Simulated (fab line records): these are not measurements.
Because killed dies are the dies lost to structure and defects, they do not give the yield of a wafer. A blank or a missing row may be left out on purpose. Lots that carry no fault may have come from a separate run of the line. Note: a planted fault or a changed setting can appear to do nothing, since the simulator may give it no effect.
Lot-split experiment / flow gf180mcu / route with 602 steps; 5 lots, 23 wafers read

## SPLIT DETAILS
At GF_M1_EXPOSE_11 (exposes mask Metal1, target cd 230 nm), the setting doseMj was moved away from the recipe's 28 on 9 of the 23 wafers read, by -7.3% to +3.2%. For the rest of the wafers, this setting stayed at what the recipe calls for.

## FROM THE SPLIT TO THE READING: what the file shows between them, 2 steps
- GF_M1_PEB_12: peb time 90 s
- GF_M1_DEVELOP_13: develop time 60 s

## THE READING
cdNm, in nm, at GF_M1_CD_MEAS_14 (target cd 230 nm). A value of 230.0 nm with a standard deviation of 1.4 nm is what fault-free wafers of this fab line usually give.

wafer=L076.1; tool, chamber at the split=krfScanner-01, 0; doseMj as run=27.14; against the recipe=-3.1%; cdNm, nm=234.8; against lot-mates on the recipe=+5.2
wafer=L076.2; tool, chamber at the split=krfScanner-01, 0; doseMj as run=28; against the recipe=recipe; cdNm, nm=229.4; against lot-mates on the recipe=-
wafer=L076.3; tool, chamber at the split=krfScanner-01, 0; doseMj as run=28; against the recipe=recipe; cdNm, nm=229.8; against lot-mates on the recipe=-
wafer=L076.4; tool, chamber at the split=krfScanner-01, 0; doseMj as run=27.14; against the recipe=-3.1%; cdNm, nm=234.8; against lot-mates on the recipe=+5.2
wafer=L076.5; tool, chamber at the split=krfScanner-01, 0; doseMj as run=27.14; against the recipe=-3.1%; cdNm, nm=233.5; against lot-mates on the recipe=+3.9
wafer=L079.2; tool, chamber at the split=krfScanner-02, 0; doseMj as run=28; against the recipe=recipe; cdNm, nm=228.8; against lot-mates on the recipe=-
wafer=L079.3; tool, chamber at the split=krfScanner-02, 0; doseMj as run=28; against the recipe=recipe; cdNm, nm=229.1; against lot-mates on the recipe=-
wafer=L079.6; tool, chamber at the split=krfScanner-02, 0; doseMj as run=28; against the recipe=recipe; cdNm, nm=228.8; against lot-mates on the recipe=-
wafer=L083.2; tool, chamber at the split=krfScanner-02, 0; doseMj as run=28; against the recipe=recipe; cdNm, nm=229.3; against lot-mates on the recipe=-
wafer=L083.3; tool, chamber at the split=krfScanner-02, 0; doseMj as run=28; against the recipe=recipe; cdNm, nm=228.6; against lot-mates on the recipe=-
wafer=L083.4; tool, chamber at the split=krfScanner-02, 0; doseMj as run=28; against the recipe=recipe; cdNm, nm=229.6; against lot-mates on the recipe=-
wafer=L083.5; tool, chamber at the split=krfScanner-02, 0; doseMj as run=28; against the recipe=recipe; cdNm, nm=229.0; against lot-mates on the recipe=-
wafer=L083.6; tool, chamber at the split=krfScanner-02, 0; doseMj as run=28; against the recipe=recipe; cdNm, nm=228.7; against lot-mates on the recipe=-
wafer=L084.1; tool, chamber at the split=krfScanner-02, 0; doseMj as run=25.96; against the recipe=-7.3%; cdNm, nm=243.0; against lot-mates on the recipe=+12.9
wafer=L084.2; tool, chamber at the split=krfScanner-02, 0; doseMj as run=25.96; against the recipe=-7.3%; cdNm, nm=244.0; against lot-mates on the recipe=+13.9
wafer=L084.3; tool, chamber at the split=krfScanner-02, 0; doseMj as run=28; against the recipe=recipe; cdNm, nm=229.7; against lot-mates on the recipe=-
wafer=L084.5; tool, chamber at the split=krfScanner-02, 0; doseMj as run=28; against the recipe=recipe; cdNm, nm=230.5; against lot-mates on the recipe=-
wafer=L084.6; tool, chamber at the split=krfScanner-02, 0; doseMj as run=25.96; against the recipe=-7.3%; cdNm, nm=243.1; against lot-mates on the recipe=+13.0
wafer=L085.1; tool, chamber at the split=krfScanner-01, 0; doseMj as run=28; against the recipe=recipe; cdNm, nm=230.0; against lot-mates on the recipe=-
wafer=L085.2; tool, chamber at the split=krfScanner-01, 0; doseMj as run=28.91; against the recipe=+3.2%; cdNm, nm=225.4; against lot-mates on the recipe=-4.4
wafer=L085.3; tool, chamber at the split=krfScanner-01, 0; doseMj as run=28.91; against the recipe=+3.2%; cdNm, nm=225.6; against lot-mates on the recipe=-4.2
wafer=L085.4; tool, chamber at the split=krfScanner-01, 0; doseMj as run=28; against the recipe=recipe; cdNm, nm=229.7; against lot-mates on the recipe=-
wafer=L085.5; tool, chamber at the split=krfScanner-01, 0; doseMj as run=28.91; against the recipe=+3.2%; cdNm, nm=224.7; against lot-mates on the recipe=-5.2

THE FIT
A straight line over all 23 wafers: cdNm changes by -1.76 nm for each +1% of doseMj; r = -0.99; the points scatter about the line by 0.88 nm.
The same after taking each lot's own level away (the mean of its wafers on the recipe; 23 wafers): -1.71 nm for each +1%; r = -0.99; scatter 0.62 nm.
According to that fit, moving doseMj by its largest amount changes the reading by 12 nm.
Across the lots, their own levels run from 228.90 to 230.10 nm, a range of 0.9 times the standard deviation given above.
So the lot-to-lot level changes the slope little: the two slopes agree.
Check: with one of the wafers moved furthest among these (-7.3%) left out of the fit, the line predicts +12.6 nm for it against its lot-mates. Against them it came out at +12.9 nm.

## OTHER SPLITS ON THESE WAFERS
These wafers also went through other splits before the reading. Each is held against what the fit with the lots' levels taken away leaves over:
other split on the same wafers=GF_HV_LDD_EXPOSE_28 doseMj; wafers away from the commonest value=6; r with cdNm (lot level and that fit taken away)=+0.35
other split on the same wafers=GF_NSD_SOFTBAKE_03 tempC; wafers away from the commonest value=10; r with cdNm (lot level and that fit taken away)=+0.03
other split on the same wafers=GF_PSD_IMPLANT_09 energyKev; wafers away from the commonest value=10; r with cdNm (lot level and that fit taken away)=-0.17
other split on the same wafers=GF_SAB_DEVELOP_08 developTimeS; wafers away from the commonest value=5; r with cdNm (lot level and that fit taken away)=+0.35
other split on the same wafers=GF_CONTACT_CMP_04 leaveAboveRefNm; wafers away from the commonest value=4; r with cdNm (lot level and that fit taken away)=+0.47
other split on the same wafers=GF_CONTACT_COAT_09 resistThkNm; wafers away from the commonest value=10; r with cdNm (lot level and that fit taken away)=+0.47
other split on the same wafers=GF_M1_SPUTTER_00 timeS; wafers away from the commonest value=5; r with cdNm (lot level and that fit taken away)=+0.25

## THE WHOLE CHAIN: every reading that the file lists as answering this split, in the file's order
step=GF_M1_CD_MEAS_14; what it does=target cd 230 nm; reading=cdNm; change (the file's fit)=-1.73 nm for each +1% of the setting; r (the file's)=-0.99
step=GF_M1_METAL_ETCH_16; what it does=etches the open film in Cl2/BCl3, stops on SiO2, target depth 627.5 nm, time 104.6 s; reading=M1.cdNm (the simulator's own value, which no gauge read); change (the file's fit)=-2.01 nm for each +1% of the setting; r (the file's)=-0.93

## FILE'S OWN FIT
cdNm changes by -1.73 nm for each +1% of doseMj, r = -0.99.
